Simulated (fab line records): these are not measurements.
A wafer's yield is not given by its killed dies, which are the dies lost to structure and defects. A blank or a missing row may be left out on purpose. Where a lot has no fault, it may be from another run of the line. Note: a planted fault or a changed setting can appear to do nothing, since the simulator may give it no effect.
fab line records | flow sky130
[record] lots = 5 wafers = 14 last_day = 49
route steps=708 shown VIA2@527 METAL3@532 CAPM@537 PAD_OPEN@708
lots that met no fault: taken from a fault-free run of the same line
start_h: hours from the record's opening day to when the first of the lot's shown wafers began | wait_h: how many hours have passed since the lot's step before this one | " as in the row above | L1.1+2: a row that stands for several wafers | - either no value or no given start | * or withheld: withheld | < > ~ a bound
route shown NAME@n: NAME is a module with steps in the file, n the number in the route of the first one | usual: average and standard deviation across the fault-free wafers | same: alike in all rows | chamber/n: place in a boat | sites: per-site readings | _std_site: the values' standard deviation | _edge_site: outer sites' mean less inner sites' | radius_mm: how far each site lies from the wafer's centre | mask NAME#n: copy n | behind: the most recent tool/chamber to have shaped the wafer | hold: why the lot was held/for how many hours/how that ended | device: transistor that didn't switch, given as n, p or np | end of line: tests of these same wafers at the route's end | a step without rows: its recipe alone | killed: dies that structure and defects cost at the first sort, which is not the same as the wafer's yield | map: the dies of a wafer, with x for killed, . for not killed, _ for no die there
set.NAME: the setting the step ran with; set.NAME@STEP: the setting that earlier step ran with | model.NAME: the simulator's own value behind a step, which no gauge read
certain route steps with their lots: each step a table, each wafer a row
services: the hour from which a tool's chamber was out of use, counted from the record's first day as start_h (under 0 if before that day), plus the number of hours and why
[[steps]]
[step SKY_VIA2_SPUTTER_20]
[recipe] material = TiN target_thk_nm = 20 chamber_pressure_pa = 5 power_w = 4000 time_s = 80
[step SKY_VIA2_CVD_21]
[recipe] material = W target_thk_nm = 420 time_s = 126.4 temp_c = 400 pressure_torr = 40
[step SKY_VIA2_RS_MEAS_22]
[recipe] thk_meas_gauge = four-point-probe reads = W_of_VIA2_CVD_21+TiN_of_VIA2_SPUTTER_20
[usual] VIA2_W_RS = 0.271/0.0053
// columns lot.wafer tool chamber start_h wait_h VIA2_W_RS[ohm/sq]
L383.4 film_metro-01 - 872.33 0.1 0.265
L383.5 " - " " 0.262
L383.6 " - " " 0.274
L391.3 film_metro-02 - 932.67 0.1 0.274
L391.5 " - " " 0.271
L394.1 film_metro-02 - 955.81 0.1 0.273
L394.5 " - " " 0.275
L394.6 " - " " 0.276
L397.1 film_metro-01 - 974.25 0.1 0.263
L397.4 " - " " 0.265
L397.5 " - " " 0.262
L400.1 film_metro-02 - 992.04 0.1 0.272
L400.3 " - " " 0.272
L400.5 " - " " 0.269
[step SKY_VIA2_THK_MEAS_23]
[recipe] thk_meas_gauge = xrf reads = W_of_VIA2_CVD_21
[usual] VIA2_W_THK = 426/9
// columns lot.wafer tool chamber start_h wait_h VIA2_W_THK[nm]
L383.4 film_metro-01 - 872.42 0.1 436
L383.5 " - " " 440
L383.6 " - " " 423
L391.3 film_metro-02 - 932.77 0.1 422
L391.5 " - " " 428
L394.1 film_metro-02 - 955.93 0.1 420
L394.5 " - " " 419
L394.6 " - " " 419
L397.1 film_metro-01 - 974.37 0.1 434
L397.4 " - " " 434
L397.5 " - " " 438
L400.1 film_metro-02 - 992.16 0.1 424
L400.3 " - " " 418
L400.5 " - " " 421
[step SKY_VIA2_CMP_24]
[recipe] stop_on = SiO2 t_overpolish_s = 20 down_force_psi = 3.5 platen_rpm = 60 target_thk_nm = 0 pad_velocity_m_s = 0.94248
[step SKY_METAL3_SPUTTER_00]
[recipe] material = Ti target_thk_nm = 15 power_w = 3000 time_s = 10 chamber_pressure_pa = 0.4
[step SKY_METAL3_SPUTTER_01]
[recipe] material = TiN target_thk_nm = 20 power_w = 6500 time_s = 16.7 chamber_pressure_pa = 0.4
[step SKY_METAL3_SPUTTER_02]
[recipe] material = AlCu target_thk_nm = 735 power_w = 10600 time_s = 39.1 chamber_pressure_pa = 0.4
[usual] chamber_pressure_pa = 0.4000/0.00084 throttle_valve_pct = 29.8/1.1
// columns lot.wafer tool chamber start_h wait_h chamber_pressure_pa throttle_valve_pct
L383.4 pvd_sputter-01 - 872.80 0.0 0.3998 30.5
L383.5 " - " " 0.4001 28.5
L383.6 " - " " 0.3989 31.0
L391.3 pvd_sputter-01 - 933.16 0.0 0.3995 30.8
L391.5 " - " " 0.3999 29.2
L394.1 pvd_sputter-01 - 956.34 0.0 0.4015 28.6
L394.5 " - " " 0.4004 30.9
L394.6 " - " " 0.4010 28.5
L397.1 pvd_sputter-03 - 974.78 0.0 0.3998 29.2
L397.4 " - " " 0.3998 29.1
L397.5 " - " " 0.3997 29.2
L400.1 pvd_sputter-03 - 992.57 0.0 0.4011 31.0
L400.3 " - " " 0.4007 29.0
L400.5 " - " " 0.3991 29.7
[step SKY_METAL3_SPUTTER_03]
[recipe] material = Ti target_thk_nm = 5 power_w = 3000 time_s = 3.3 chamber_pressure_pa = 0.4
[usual] chamber_pressure_pa = 0.4000/0.00074 throttle_valve_pct = 29.8/1
// columns lot.wafer tool chamber start_h wait_h chamber_pressure_pa throttle_valve_pct
L383.4 pvd_sputter-01 - 872.84 0.0 0.3987 30.8
L383.5 " - " " 0.3991 28.6
L383.6 " - " " 0.3991 30.8
L391.3 pvd_sputter-01 - 933.20 0.0 0.4007 30.5
L391.5 " - " " 0.3995 29.3
L394.1 pvd_sputter-01 - 956.38 0.0 0.3995 28.5
L394.5 " - " " 0.4004 30.8
L394.6 " - " " 0.4008 28.5
L397.1 pvd_sputter-03 - 974.82 0.0 0.3994 29.3
L397.4 " - " " 0.3997 29.1
L397.5 " - " " 0.3988 29.5
L400.1 pvd_sputter-03 - 992.61 0.0 0.3997 31.0
L400.3 " - " " 0.4008 29.4
L400.5 " - " " 0.3997 29.6
[step SKY_METAL3_SPUTTER_04]
[recipe] material = TiN target_thk_nm = 70 power_w = 6500 time_s = 58.3 chamber_pressure_pa = 0.4
[usual] chamber_pressure_pa = 0.3999/0.0008 throttle_valve_pct = 29.9/1.1
// columns lot.wafer tool chamber start_h wait_h chamber_pressure_pa throttle_valve_pct
L383.4 pvd_sputter-01 - 872.86 0.0 0.3989 30.5
L383.5 " - " " 0.4005 28.4
L383.6 " - " " 0.3997 31.1
L391.3 pvd_sputter-01 - 933.21 0.0 0.3982 30.8
L391.5 " - " " 0.4001 29.3
L394.1 pvd_sputter-01 - 956.40 0.0 0.4002 28.8
L394.5 " - " " 0.3998 30.7
L394.6 " - " " 0.3999 28.6
L397.1 pvd_sputter-03 - 974.84 0.0 0.3995 29.3
L397.4 " - " " 0.4003 29.2
L397.5 " - " " 0.3986 29.4
L400.1 pvd_sputter-03 - 992.63 0.0 0.3985 30.9
L400.3 " - " " 0.4003 29.2
L400.5 " - " " 0.4000 29.6
[step SKY_CAPM_CVD_00]
[recipe] material = SiO2 target_thk_nm = 15.5 temp_c = 400 time_s = withheld rf_w = 450
[usual] heater_power_w = 722/110
// columns lot.wafer tool chamber start_h wait_h heater_power_w
L383.4 pecvd-02 0 872.92 0.0 686
L383.5 " 2 " " 639
L383.6 " 1 " " 605
L391.3 pecvd-03 0 933.26 0.0 899
L391.5 " 2 " " 664
L394.1 pecvd-03 1 956.44 0.0 712
L394.5 " 1 " " 731
L394.6 " 0 " " 785
L397.1 pecvd-01 2 974.89 0.0 752
L397.4 " 0 " " 916
L397.5 " 1 " " 665
L400.1 pecvd-02 2 992.68 0.0 532
L400.3 " 0 " " 674
L400.5 " 0 " " 673
[step SKY_CAPM_THK_MEAS_01]
[recipe] reads = SiO2_of_CAPM_CVD_00
[usual] CAPM_CVD_00_THK = 15.45/0.23
// columns lot.wafer tool chamber start_h wait_h CAPM_CVD_00_THK[nm]
L383.4 film_metro-04 - 872.96 - 15.16
L383.5 " - " " 15.58
L383.6 " - " " 15.74
L391.3 film_metro-02 - 933.31 - 15.68
L391.5 " - " " 16.01
L394.1 film_metro-04 - 956.47 - 15.23
L394.5 " - " " 15.63
L394.6 " - " " 15.78
L397.1 film_metro-04 - 974.91 - 15.39
L397.4 " - " " 15.71
L397.5 " - " " 15.44
L400.1 film_metro-02 - 992.70 - 15.60
L400.3 " - " " 15.43
L400.5 " - " " 15.76
[step SKY_CAPM_SPUTTER_02]
[recipe] material = TiN target_thk_nm = 200 temp_c = 300 power_w = 6500 time_s = 166.7 chamber_pressure_pa = 0.4
[usual] chamber_pressure_pa = 0.4000/0.00073 throttle_valve_pct = 29.9/1.4
// columns lot.wafer tool chamber start_h wait_h chamber_pressure_pa throttle_valve_pct model.TiN_of_CAPM_SPUTTER_02.thk_nm
L383.4 pvd_sputter-04 - 872.99 0.0 0.4007 26.9 197.8
L383.5 " - " " 0.3997 27.0 198.4
L383.6 " - " " 0.4005 30.5 195.7
L391.3 pvd_sputter-02 - 933.35 0.0 0.3985 31.5 206
L391.5 " - " " 0.3990 31.2 200
L394.1 pvd_sputter-04 - 956.53 0.1 0.4009 32.0 199.9
L394.5 " - " " 0.4008 30.8 197.8
L394.6 " - " " 0.4005 26.8 199.9
L397.1 pvd_sputter-01 - 974.97 0.1 0.3992 28.6 198.1
L397.4 " - " " 0.4000 29.5 205.6
L397.5 " - " " 0.3991 30.7 203.3
L400.1 pvd_sputter-01 - 992.76 0.1 0.3991 28.9 194.8
L400.3 " - " " 0.4001 30.7 199.2
L400.5 " - " " 0.4010 29.4 202
[step SKY_CAPM_RS_MEAS_03]
[recipe] thk_meas_gauge = four-point-probe reads = TiN_of_CAPM_SPUTTER_02
[usual] CAPM_TIN_RS = 6.92/0.084
// columns lot.wafer tool chamber start_h wait_h CAPM_TIN_RS[ohm/sq]
L383.4 film_metro-02 - 873.16 0.1 6.99
L383.5 " - " " 6.96
L383.6 " - " " 7.07
L391.3 film_metro-03 - 933.49 0.1 6.70
L391.5 " - " " 6.90
L394.1 film_metro-02 - 956.64 0.1 6.92
L394.5 " - " " 6.97
L394.6 " - " " 6.92
L397.1 film_metro-02 - 975.08 0.1 6.98
L397.4 " - " " 6.73
L397.5 " - " " 6.78
L400.1 film_metro-04 - 992.87 0.1 7.08
L400.3 " - " " 6.93
L400.5 " - " " 6.83
[step SKY_CAPM_THK_MEAS_04]
[recipe] thk_meas_gauge = xrf reads = TiN_of_CAPM_SPUTTER_02
[usual] CAPM_TIN_THK = 202.7/2.7
// columns lot.wafer tool chamber start_h wait_h CAPM_TIN_THK[nm]
L383.4 film_metro-02 - 873.25 0.1 200.3
L383.5 " - " " 200.4
L383.6 " - " " 198.4
L391.3 film_metro-03 - 933.59 0.1 210.0
L391.5 " - " " 203.4
L394.1 film_metro-02 - 956.76 0.1 203.5
L394.5 " - " " 202.0
L394.6 " - " " 203.3
L397.1 film_metro-02 - 975.20 0.1 202.2
L397.4 " - " " 208.9
L397.5 " - " " 207.2
L400.1 film_metro-04 - 992.99 0.1 197.4
L400.3 " - " " 202.1
L400.5 " - " " 204.8
[step SKY_CAPM_DEHYDRATE_05]
[recipe] temp_c = 200 time_s = 60
[step SKY_CAPM_HMDS_06]
[recipe] prime_time_s = 60 prime_temp_c = 120
[step SKY_CAPM_COAT_07]
[recipe] resist = NOVOLAK spin_rpm = 3000 resist_thk_nm = 1140
[step SKY_CAPM_SOFTBAKE_08]
[recipe] temp_c = 90 time_s = 60 resist = NOVOLAK
[step SKY_CAPM_EXPOSE_09]
[recipe] mask_id = CAPM na = 0.6 source_shape = conventional sigma_outer = 0.6 polarization = unpolarized target_cd_nm = 1000 dose_mj = 159
[step SKY_CAPM_PEB_10]
[recipe] temp_c = withheld time_s = * resist = NOVOLAK
[step SKY_CAPM_DEVELOP_11]
[recipe] resist = NOVOLAK developer = TMAH develop_time_s = 60 dev_temp_c = 23
[step SKY_CAPM_OVL_MEAS_12]
[usual] CAPM_OVL = -0.3/1.4
// columns lot.wafer tool chamber start_h wait_h CAPM_OVL[nm]
L383.4 overlay-01 - 898.23 0.1 -0.8
L383.5 " - " " -0.5
L383.6 " - " " 0.0
L391.3 overlay-01 - 957.77 0.1 1.5
L391.5 " - " " -0.3
L394.1 overlay-02 - 980.24 0.1 3.6
L394.5 " - " " -0.1
L394.6 " - " " 0.4
L397.1 overlay-02 - 998.76 0.1 -0.2
L397.4 " - " " -1.1
L397.5 " - " " -0.9
L400.1 overlay-01 - 1016.01 0.1 -2.9
L400.3 " - " " -1.4
L400.5 " - " " -0.5
[step SKY_CAPM_METAL_ETCH_13]
[recipe] target_depth_nm = 220 stop_on = SiO2 chemistry = Cl2/BCl3 target = TiN pressure_mtorr = 10 icp_w = 900 bias_w = 48.5 Cl2_flow_sccm = 60 bcl3_flow_sccm = 30 time_s = 62.9
[usual] chamber_pressure_mTorr = 10.000/0.01 drypump_motor_current_A = 6.2/0.57 mfc_cl2_sccm = 59.99/0.16 oes_product_au = 0.940/0.0082 throttle_valve_pct = 21.902/0.0093
// columns lot.wafer tool chamber start_h wait_h chamber_pressure_mTorr drypump_motor_current_A mfc_cl2_sccm oes_product_au rf_hours_counter_h throttle_valve_pct model.CAPM.feature_depth_nm model.etch.depth_nm
L383.4 rie_metal-04 1 898.27 0.0 9.985 5.0 60.12 0.932 - 21.909 197.8 197.8
L383.5 " 1 " " 10.004 5.0 60.14 0.937 - 21.912 198.4 198.4
L383.6 " 0 " " 10.002 6.3 59.86 0.929 - 21.910 195.7 195.7
L391.3 rie_metal-02 1 957.82 0.0 9.993 6.4 59.90 0.951 - 21.874 206 206
L391.5 " 0 " " 9.990 6.8 59.93 0.938 - 21.887 200 200
L394.1 rie_metal-03 1 980.28 0.0 10.000 5.8 59.71 0.933 1 21.890 199.9 199.9
L394.5 " 0 " " 9.987 6.1 60.01 0.941 - 21.898 197.8 197.8
L394.6 " 1 " " 9.999 5.8 59.86 0.940 - 21.918 199.9 199.9
L397.1 rie_metal-02 0 998.80 0.0 10.008 6.8 60.06 0.932 8 21.923 198.1 198.1
L397.4 " 1 " " 10.017 6.4 59.74 0.959 - 21.892 205.6 205.6
L397.5 " 0 " " 9.998 6.8 59.96 0.953 - 21.896 203.3 203.3
L400.1 rie_metal-02 1 1016.05 0.0 9.992 6.3 59.98 0.929 6 21.920 194.8 194.8
L400.3 " 0 " " 9.968 6.8 60.20 0.941 - 21.912 199.2 199.2
L400.5 " 0 " " 9.997 6.8 60.01 0.946 - 21.898 202 202
[step SKY_CAPM_STRIP_14]
[recipe] chemistry = O2/N2 power_w = 1400 pressure_mtorr = 1500 platen_temp_c = withheld o2_flow_sccm = 3000 n2_flow_sccm = 300 overash_fraction = 0.5
[step SKY_CAPM_STRIP_15]
[recipe] chemistry = post_etch_residue_remover time_s = 1200 temp_c = 72.5
[step SKY_CAPM_CLEAN_16]
[recipe] chemistry = IPA time_s = 180 temp_c = 25
[step SKY_CAPM_CLEAN_17]
[recipe] chemistry = O3/DIW dry = n2_spin
[step SKY_METAL3_DEHYDRATE_05]
[recipe] temp_c = 200 time_s = 60
[step SKY_METAL3_HMDS_06]
[recipe] prime_time_s = 60 prime_temp_c = 120
[step SKY_METAL3_COAT_07]
[recipe] resist = BARC temp_c = withheld time_s = withheld spin_rpm = 3000 resist_thk_nm = 60
[step SKY_METAL3_COAT_08]
[recipe] resist = KrF-thick spin_rpm = 3000 resist_thk_nm = 1140
[step SKY_METAL3_SOFTBAKE_09]
[recipe] temp_c = 100 time_s = 90 resist = KrF-thick
[step SKY_METAL3_EXPOSE_10]
[recipe] mask_id = MM3 na = 0.68 source_shape = annular sigma_inner = 0.4 sigma_outer = 0.8 target_cd_nm = 300 dose_mj = 28
[step SKY_METAL3_PEB_11]
[recipe] peb_temp_c = withheld peb_time_s = withheld resist = KrF-thick
[step SKY_METAL3_DEVELOP_12]
[recipe] develop_time_s = 60 resist = KrF-thick dev_temp_c = 21
[step SKY_METAL3_CD_MEAS_13]
[recipe] target_cd_nm = 300
[usual] cd_nm = 299.7/1.5
// columns lot.wafer tool chamber start_h wait_h cd_nm
L383.4 cd_sem-01 - 924.09 - 296.8
L383.5 " - " " 297.4
L383.6 " - " " 298.0
L391.3 cd_sem-01 - 982.13 - 299.2
L391.5 " - " " 299.6
L394.1 cd_sem-01 - 1004.35 - 298.9
L394.5 " - " " 299.3
L394.6 " - " " 298.6
L397.1 cd_sem-01 - 1022.69 - 300.3
L397.4 " - " " 300.3
L397.5 " - " " 301.6
L400.1 cd_sem-01 - 1039.74 - 298.0
L400.3 " - " " 298.2
L400.5 " - " " 298.2
[step SKY_METAL3_OVL_MEAS_14]
[usual] METAL3_OVL = 0/5.4
// columns lot.wafer tool chamber start_h wait_h METAL3_OVL[nm]
L383.4 overlay-02 - 924.17 0.1 -3
L383.5 " - " " 9
L383.6 " - " " 1
L391.3 overlay-02 - 982.22 0.1 0
L391.5 " - " " 0
L394.1 overlay-01 - 1004.47 0.1 -12
L394.5 " - " " -2
L394.6 " - " " -2
L397.1 overlay-02 - 1022.81 0.1 3
L397.4 " - " " -5
L397.5 " - " " 9
L400.1 overlay-01 - 1039.86 0.1 -1
L400.3 " - " " 3
L400.5 " - " " -8
[step SKY_METAL3_DESCUM_15]
[recipe] chemistry = O2 source_power_w = 150 bias_power_w = 0 pressure_mtorr = 10 temp_c = 40 time_s = 8
[step SKY_METAL3_ETCH_16]
[recipe] chemistry = N2/H2 target = BARC ion_energy_ev = 200 bias_w = 100 pressure_mtorr = 30 n2_flow_sccm = 100 h2_flow_sccm = 200 icp_w = 500 stop_on = SiO2 time_s = 88.2 target_depth_a = 600
[step SKY_METAL3_ETCH_17]
[recipe] target = SiO2 stop_on = TiN chemistry = C4F8/O2/Ar source_w = 1500 bias_w = 1200 pressure_mtorr = 40 c4f8_flow_sccm = withheld O2_flow_sccm = 6 Ar_flow_sccm = 300 time_s = 3.9 target_depth_a = 150
[usual] chamber_pressure_mTorr = 40.00/0.036 oes_product_au = 0.753/0.0068
// columns lot.wafer tool chamber start_h wait_h chamber_pressure_mTorr oes_product_au rf_hours_counter_h
L383.4 rie_diel-01 0 924.32 0.0 39.98 0.753 9
L383.5 " 2 " " 40.01 0.758 -
L383.6 " 3 " " 39.99 0.761 -
L391.3 rie_diel-04 2 982.38 0.0 40.00 0.754 17
L391.5 " 3 " " 39.98 0.761 -
L394.1 rie_diel-01 0 1004.64 0.1 39.94 0.755 11
L394.5 " 2 " " 40.03 0.767 -
L394.6 " 3 " " 40.03 0.761 -
L397.1 rie_diel-01 3 1022.98 0.1 39.97 0.753 13
L397.4 " 0 " " 40.01 0.758 12
L397.5 " 3 " " 40.04 0.745 -
L400.1 rie_diel-04 2 1040.03 0.1 40.05 0.757 19
L400.3 " 0 " " 40.05 0.756 16
L400.5 " 0 " " 39.98 0.756 -
[step SKY_METAL3_METAL_ETCH_18]
[recipe] target_depth_a = 8450 stop_on = SiO2 over_etch_frac = 0.3 time_s = 183.1 chemistry = Cl2/BCl3 resist_sidewall_deg = 88 pressure_mtorr = 10 icp_w = 900 bias_w = 48.5 Cl2_flow_sccm = 60 bcl3_flow_sccm = 30
[step SKY_METAL3_STRIP_20]
[recipe] chemistry = post_etch_residue_remover time_s = 1200 temp_c = 72.5
// columns lot.wafer tool chamber start_h wait_h model.TiN_of_CAPM_SPUTTER_02.thk_nm
L383.4 wet_bench-03 2 924.62 0.0 197
L383.5 " 2 " " 197.6
L383.6 " 2 " " 194.9
L391.3 wet_bench-01 1 982.67 0.0 205.1
L391.5 " 1 " " 199.2
L394.1+6 wet_bench-03 1 1004.93 0.1 199.1
L394.5 " 1 " " 197
L397.1 wet_bench-02 3 1023.27 0.1 197.3
L397.4 " 3 " " 204.7
L397.5 " 3 " " 202.4
L400.1 wet_bench-02 3 1040.32 0.1 193.9
L400.3 " 3 " " 198.4
L400.5 " 3 " " 201.1
[step SKY_PAD_OPEN_PROBE_99]
[usual] defect_limited_yield = 82.3/2 killed_at_M0_to_M3 = 43/7.3 killed_at_M4_up = 3.1/1.7 killed_at_contacts = 25/5.3 killed_at_front_end = 15/4.3 killed_at_other = 0.2/0.54 killed_dies = 87/10 killed_on_rim = 17/3.9 killed_open = 48/7.6 killed_short = 38/6.1 sort_bin_3_pad_short = 0.9/0.42 sort_bin_5_function = 10.5/1.5 sort_bin_6_memory = 6.3/1.2 sort_n_pass = 405/10 sort_yield_pct = 82.3/2
[same] gross_dies = 492 killed_at_back_side = 0 sort_bin_4_leakage[%] = 0 sort_bin_8_speed[%] = 0
// columns lot.wafer tool chamber start_h wait_h defect_limited_yield[%] killed_at_M0_to_M3 killed_at_M4_up killed_at_contacts killed_at_front_end killed_at_other killed_dies killed_on_rim killed_open killed_short sort_bin_3_pad_short[%] sort_bin_5_function[%] sort_bin_6_memory[%] sort_n_pass sort_yield_pct[%] model.etest.cap_mim.plate_ohm_sq
L383.4 prober-01 - 1094.82 0.2 83.9 26 3 35 15 0 79 11 35 44 0.8 10.6 4.7 413 83.9 6.1
L383.5 prober-01 - 1094.87 0.2 85.4 24 4 23 21 0 72 18 40 32 0.4 8.5 5.7 420 85.4 6.071
L383.6 prober-01 - 1094.92 0.2 85.2 41 2 18 12 0 73 13 42 31 0.6 8.7 5.5 419 85.2 6.087
L391.3 prober-02 - 1143.74 0.2 83.5 45 4 22 10 0 81 14 37 44 1.4 9.6 5.5 411 83.5 5.869
L391.5 prober-02 - 1143.84 0.2 83.9 30 2 34 13 0 79 15 43 36 0.8 10.8 4.5 413 83.9 5.927
L394.1 prober-02 - 1159.73 0.1 76.8 60 2 26 26 0 114 25 60 53 0.8 14.6 7.7 378 76.8 6.013
L394.5 prober-02 - 1159.93 0.2 80.9 54 5 24 11 0 94 17 52 42 1.4 11.0 6.7 398 80.9 6.039
L394.6 prober-02 - 1159.98 0.2 81.5 52 1 20 18 0 91 14 49 42 1.6 10.4 6.5 401 81.5 5.965
L397.1 prober-01 - 1176.13 0.1 85.4 41 3 16 12 0 72 15 46 26 0.4 10.4 3.9 420 85.4 6.038
L397.4 prober-01 - 1176.28 0.2 83.1 36 5 22 19 1 83 19 45 37 1.2 9.8 5.9 409 83.1 5.825
L397.5 prober-01 - 1176.33 0.2 84.1 38 1 30 9 0 78 19 35 42 0.8 9.8 5.3 414 84.1 5.891
L400.1 prober-02 - 1187.13 0.1 82.1 42 3 20 22 1 88 12 56 32 0.8 10.4 6.7 404 82.1 6.069
L400.3 prober-02 - 1187.23 0.2 80.7 44 7 20 24 0 95 18 45 49 1.0 10.0 8.3 397 80.7 5.998
L400.5 prober-02 - 1187.33 0.2 83.7 38 6 22 14 0 80 11 51 29 0.6 10.8 4.9 412 83.7 5.924
// killed by level:class
L383.4 CONTACT:geometric_particle:open=12 LI_CONTACT:geometric_particle:open=8 METAL1:geometric_particle:short=8 CONTACT:geometric_particle:short=7 LOCAL_INTERCONNECT:geometric_particle:short=6 METAL2:geometric_particle:short=5 POLY_GATE:geometric_particle:short=5 POLY_GATE:geometric_particle:open=5
L383.5 CONTACT:geometric_particle:open=9 LI_CONTACT:geometric_particle:open=8 POLY_GATE:geometric_particle:short=7 VIA1:geometric_particle:open=6 FIELD_ISO:geometric_particle:short=5 CONTACT:geometric_particle:short=4 FIELD_ISO:geometric_particle:open=3 POLY_GATE:geometric_particle:open=3
L383.6 VIA1:geometric_particle:open=11 CONTACT:geometric_particle:open=9 VIA3:geometric_particle:open=8 VIA1:geometric_particle:short=6 LOCAL_INTERCONNECT:geometric_particle:short=4 VIA2:geometric_particle:open=4 FIELD_ISO:geometric_particle:open=3 POLY_GATE:geometric_particle:short=3
L391.3 CONTACT:geometric_particle:open=9 METAL1:geometric_particle:short=8 VIA2:geometric_particle:short=7 VIA1:geometric_particle:open=6 VIA2:geometric_particle:open=5 VIA3:geometric_particle:open=5 VIA3:geometric_particle:short=4 LOCAL_INTERCONNECT:geometric_particle:short=4
L391.5 LI_CONTACT:geometric_particle:open=12 CONTACT:geometric_particle:open=10 VIA1:geometric_particle:open=7 FIELD_ISO:geometric_particle:short=5 VIA3:geometric_particle:open=5 CONTACT:geometric_particle:short=5 FIELD_ISO:geometric_particle:open=4 LOCAL_INTERCONNECT:geometric_particle:short=4
L394.1 VIA1:geometric_particle:short=12 VIA1:geometric_particle:open=11 SPACER:geometric_particle:open=8 CONTACT:geometric_particle:open=8 VIA2:geometric_particle:open=8 FIELD_ISO:geometric_particle:open=7 METAL1:geometric_particle:short=7 VIA3:geometric_particle:open=6
L394.5 VIA1:geometric_particle:open=14 VIA2:geometric_particle:open=10 LOCAL_INTERCONNECT:geometric_particle:short=8 CONTACT:geometric_particle:open=8 VIA1:geometric_particle:short=6 METAL2:geometric_particle:short=6 LI_CONTACT:geometric_particle:open=5 METAL1:geometric_particle:short=4
L394.6 VIA3:geometric_particle:open=9 VIA1:geometric_particle:open=9 CONTACT:geometric_particle:open=8 CONTACT:geometric_particle:short=6 VIA3:geometric_particle:short=6 VIA1:geometric_particle:short=6 FIELD_ISO:geometric_particle:open=5 VIA2:geometric_particle:open=5
L397.1 VIA1:geometric_particle:open=9 VIA3:geometric_particle:open=8 VIA2:geometric_particle:open=7 LI_CONTACT:geometric_particle:open=6 CONTACT:geometric_particle:open=5 POLY_GATE:geometric_particle:open=4 METAL1:geometric_particle:short=4 METAL2:geometric_particle:short=4
L397.4 CONTACT:geometric_particle:open=11 VIA1:geometric_particle:open=9 FIELD_ISO:geometric_particle:short=6 POLY_GATE:geometric_particle:short=6 VIA3:geometric_particle:open=5 LI_CONTACT:geometric_particle:open=5 METAL2:geometric_particle:short=5 METAL1:geometric_particle:short=4
L397.5 LOCAL_INTERCONNECT:geometric_particle:short=9 CONTACT:geometric_particle:open=8 METAL1:geometric_particle:short=8 VIA2:geometric_particle:short=7 LI_CONTACT:geometric_particle:open=6 METAL2:geometric_particle:short=6 VIA1:geometric_particle:open=5 VIA2:geometric_particle:open=5
L400.1 VIA1:geometric_particle:open=12 FIELD_ISO:geometric_particle:open=10 CONTACT:geometric_particle:open=8 FIELD_ISO:geometric_particle:short=6 LI_CONTACT:geometric_particle:open=5 VIA1:geometric_particle:short=4 METAL1:geometric_particle:short=4 VIA2:geometric_particle:open=4
L400.3 VIA1:geometric_particle:open=16 FIELD_ISO:geometric_particle:short=9 CONTACT:geometric_particle:open=7 METAL1:geometric_particle:short=6 FIELD_ISO:geometric_particle:open=5 LI_CONTACT:geometric_particle:open=5 VIA1:geometric_particle:short=5 CONTACT:geometric_particle:short=4
L400.5 CONTACT:geometric_particle:open=10 FIELD_ISO:geometric_particle:open=8 VIA1:geometric_particle:open=8 VIA3:geometric_particle:open=7 LI_CONTACT:geometric_particle:open=6 METAL2:geometric_particle:short=6 METAL1:geometric_particle:short=6 VIA2:geometric_particle:open=5
[[services]]
// columns tool chamber start_h hours kind
rie_metal-04 0 858.71 23.8 repair
rie_diel-04 2 867.99 9.0 repair
pvd_sputter-03 - 869.83 7.2 repair
rie_diel-04 1 873.05 6.6 repair
wet_bench-02 - 879.51 1.9 pm
rie_diel-04 2 884.98 3.1 repair
rie_metal-03 0 903.81 3.6 repair
pecvd-01 1 912.25 13.9 repair
pvd_sputter-04 - 914.77 0.9 repair
rie_metal-04 - 916.82 2.8 pm
pvd_sputter-04 - 925.15 19.3 repair
rie_metal-03 - 927.00 4.3 pm
pecvd-02 - 928.09 14.6 pm
rie_diel-01 3 930.88 8.6 repair
pecvd-02 - 945.28 1.2 repair
pvd_sputter-03 - 960.10 5.2 repair
rie_diel-01 - 979.55 1.7 repair
pvd_sputter-01 - 989.16 0.9 repair
rie_metal-02 1 990.83 4.2 repair
rie_metal-04 0 990.98 7.1 repair
pecvd-01 - 1002.42 0.9 repair
pecvd-03 2 1009.57 4.3 repair
rie_diel-01 - 1028.57 14.6 pm
pecvd-02 - 1036.99 0.8 repair
[[key]]
first_sign none at tools or gauges
[model_effect] step = SKY_CAPM_SPUTTER_02 value = TiN_of_CAPM_SPUTTER_02.thk_nm without = 200.4 struck = 206
[model_effect] step = SKY_CAPM_METAL_ETCH_13 value = CAPM.feature_depth_nm without = 200.4 struck = 206
[model_effect] step = SKY_METAL3_STRIP_20 value = TiN_of_CAPM_SPUTTER_02.thk_nm without = 199.5 struck = 205.1
[model_effect] step = SKY_PAD_OPEN_PROBE_99 value = etest.cap_mim.plate_ohm_sq without = 6.033 struck = 5.869
met_at SKY_CAPM_SPUTTER_02
struck_wafers L391.3
[fault] kind = process_parameter_drift tool = pvd_sputter-02 chamber = - onset_h = 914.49 steps = SKY_CAPM_SPUTTER_02 channel = target_thk_nm offset = 5.6114 shape = step end_h = 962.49 scope = struck_wafers_only acts_in = these_recipes_only stated = 200
